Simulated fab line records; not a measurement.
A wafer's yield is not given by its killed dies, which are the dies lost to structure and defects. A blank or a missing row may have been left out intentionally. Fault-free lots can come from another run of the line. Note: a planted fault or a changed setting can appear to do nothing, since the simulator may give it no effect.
Code-filled problem report in 8D (eight disciplines) form ; flow gf180mcu ; the parts of the form that need people (team, actions taken, sign-off) are left out

## 1. THE PROBLEM
Mean of oes-product-au at GF_MIM_METAL_ETCH_19: 0.901 a.u. across 4 wafers in 2 lots; on wafers with no fault it is 0.942 a.u. (standard deviation 0.0067). Relative to the usual mean, that is a shift of -6.1 standard deviations.
The step: etches the open film in Cl2/BCl3, stops on Si3N4, target depth 324.5 nm, time 54.1 s.
First observed at day 30 06:44: wafer L848.4, on rie-metal-03. The record holds 33 wafers of 11 lots with a number at this step. The rule behind "out" and "out of limits": a value lying over 4 standard deviations away from the usual mean. The rest of the wafers with a number are treated as sound.

## 2. WHAT IT IS, AND WHAT IT ISN'T
question;is;is not
which readings at this step;oes-product-au;bias-w, drypump-motor-current-A
which lots;L848, L851;L834, L835, L837, L839, L847, L849, L853, L855, L856
which wafers of those lots;L848.4, L848.5, L851.2, L851.5;L848.6, L851.6
read on which tools;rie-metal-03;rie-metal-01, rie-metal-04
when;from day 30 06:44;"up to then (16 sound wafers); but 13 sound wafers of L849, L851, L853, L855, L856 came after"

## 3. SUSPECTS, AND WHAT RULES EACH OUT
Counting: any tool at a process step up to the reading remains a suspect provided it ran every lot that is out. Sound lots after the first of them don't rule it out here, since some wafers of a struck lot are sound.
- rie-metal-03 at GF_MIM_METAL_ETCH_19 (etches the open film in Cl2/BCl3, stops on Si3N4, target depth 324.5 nm, time 54.1 s): kept. Ran every lot that is out, first one L848 (day 30 06:44); last sound lot up to then L839 (day 27 18:28). Out on those wafers are its own readings of oes-product-au.
- At GF_MIM_METAL_ETCH_19 on rie-metal-03, chamber 1 took the sound wafers of the same lots and chamber 0 took the wafers that are out.
Left after counting: rie-metal-03 at GF_MIM_METAL_ETCH_19.

## 4. THE CAUSE (what the simulator had put in)
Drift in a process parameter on rie-metal-03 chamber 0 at GF_MIM_METAL_ETCH_19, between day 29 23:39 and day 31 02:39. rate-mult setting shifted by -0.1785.
This tool alone remained once counting was done.

## 5. THE CHAIN OF EFFECTS, in route order
One row per reading whose mean, taken over the struck wafers that have a number, lies over 3 standard deviations from the usual. Only readings for which the record gives a usual standard deviation are gone through. hours: the time from each lot's start at the first step in this table that gives one to its start at this step, as a median over the lots. sigmas: the change in usual standard deviations.
hours;step;reading;usual;on struck wafers;change;sigmas
0;GF_MIM_METAL_ETCH_19;oes-product-au;0.942 a.u.;0.901;-0.041;-6.1
0;GF_MIM_METAL_ETCH_19;throttle-valve-pct;28.285 %;28.332;+0.047;+4.9
0;GF_MIM_STRIP_20;strip-time-to-endpoint-s;11.22 s;11.46;+0.24;+4.5
75;GF_PASSIVATION_PROBE_99;defect-limited-yield;90.3 %;0.0;-90.3;-64
75;GF_PASSIVATION_PROBE_99;killed-at-other;0.1;445.8;+445.6;+99 or more
75;GF_PASSIVATION_PROBE_99;killed-dies;48;492;+444;+65
75;GF_PASSIVATION_PROBE_99;killed-on-rim;9.4;96.0;+86.6;+29
75;GF_PASSIVATION_PROBE_99;sort_bin_3_pad_short;0.5 %;91.4;+90.9;+99 or more
75;GF_PASSIVATION_PROBE_99;sort-n-pass;444;0;-444;-65
75;GF_PASSIVATION_PROBE_99;sort-yield-pct;90.3 %;0.0;-90.3;-64
Here are the process steps it includes:
- GF_MIM_METAL_ETCH_19: etches the open film in Cl2/BCl3, stops on Si3N4, target depth 324.5 nm, time 54.1 s.
- GF_MIM_STRIP_20: strips in O2/N2.
- GF_PASSIVATION_PROBE_99

## 6. WHAT WOULD HAVE CAUGHT IT SOONER
In this record no reading fell out of limits until day 30 06:44, 7 hours after the fault had begun at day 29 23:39.
